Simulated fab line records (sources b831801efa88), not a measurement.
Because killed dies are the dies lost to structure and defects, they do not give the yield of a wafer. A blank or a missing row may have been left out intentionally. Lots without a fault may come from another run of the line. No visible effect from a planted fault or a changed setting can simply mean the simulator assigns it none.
Chamber matching    flow sky130    cmp-02 running SKY_CONTACT_CMP_27: 4 sister chambers
The step polishes, stops on SiO2, t overpolish 15 s, target thk 0 nm. 7 wafers are shown with their chamber, then 7 later ones without.

## WAFERS PAIRED WITH THEIR CHAMBERS
wafer   chamber  motor_current_A (A)  time_to_endpoint_s (s)
L902.5  3        12.3                 87.1
L908.6  0        11.2                 81.7
L909.2  0        11.4                 81.4
L909.3  1        10.8                 85.0
L909.4  2        11.2                 84.2
L911.1  1        10.3                 82.9
L911.4  2        11.2                 85.1

## WAFERS WHOSE CHAMBER IS MISSING
wafer   motor_current_A (A)  time_to_endpoint_s (s)
L911.5  12.2                 84.9
L919.2  12.2                 88.4
L919.4  10.7                 87.9
L919.6  10.9                 89.7
L922.1  11.3                 85.2
L922.2  10.8                 82.7
L922.4  11.5                 81.8

## THE CHAMBER EACH PASSED THROUGH
wafer    from the rows above            in truth
L911.5   3                              3
L919.2   3                              3
L919.4   can't be placed: 2 or 1        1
L919.6   can't be placed: 2 or 1 or 3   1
L922.1   2                              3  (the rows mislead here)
L922.2   can't be placed: 1 or 0 or 2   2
L922.4   0                              0
Placed correctly: 3 of 7. Not placeable from these rows: 3 (in 3, the candidates include the true chamber). Wrongly placed: 1.
How it was worked out, from the rows above alone: a wafer's distance from a chamber is the root of the sum, over the readings, of the square of ((its reading less the chamber's mean) divided by the reading's scatter). The wafer belongs to the nearest chamber; if the next one is less than 2 further off, it can't be placed. Each chamber's mean is taken over the wafers shown for it. How the scatter is found: for the shown wafers, subtract from each reading the mean of its chamber, square and add these, divide the total by (wafers less chambers), then take the root.
